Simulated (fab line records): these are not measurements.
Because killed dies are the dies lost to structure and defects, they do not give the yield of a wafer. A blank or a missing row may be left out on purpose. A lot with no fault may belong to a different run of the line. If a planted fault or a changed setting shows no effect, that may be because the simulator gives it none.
Matching of chambers	flow gf180mcu	rie_diel-04 running GF_PASSIVATION_ETCH_11: 4 sister chambers
The step etches the open film in CF4/O2, stops on TiN, target depth 1800 nm, time 400 s. 4 wafers are shown with their chamber, then 11 later ones without.

== WAFERS WITH THEIR CHAMBER ==
wafer	chamber	drypump_motor_current_A (A)
L086.3	1	5.85
L089.2	2	5.40
L089.4	3	5.94
L091.1	0	6.20

== WAFERS WITH NO CHAMBER GIVEN ==
wafer	drypump_motor_current_A (A)
L091.2	5.96
L091.4	5.96
L095.2	5.97
L095.4	5.40
L095.6	5.37
L096.3	5.43
L096.4	6.21
L096.5	5.45
L097.1	5.42
L097.4	6.18
L097.5	5.42

== WHICH CHAMBER EACH ONE RAN IN ==
wafer	from the rows above	in truth
L091.2	3	3
L091.4	3	3
L095.2	3	3
L095.4	2	2
L095.6	2	2
L096.3	2	2
L096.4	0	0
L096.5	2	2
L097.1	2	2
L097.4	0	0
L097.5	2	2
Placed correctly: 11 of 11. Left unplaced by these rows: 0. Placed wrongly: 0.
How it was worked out, from the rows above alone: a wafer's distance from a chamber is the root of the sum, over the readings, of the square of ((its reading less the chamber's mean) divided by the reading's scatter). The wafer belongs to the nearest chamber; if the next one is less than 2 further off, it can't be placed. The mean given for a chamber averages the wafers shown for that chamber. The scatter (one wafer shown for each chamber): square how far every hidden wafer sits from the nearest shown wafer, average those squares and take the square root.
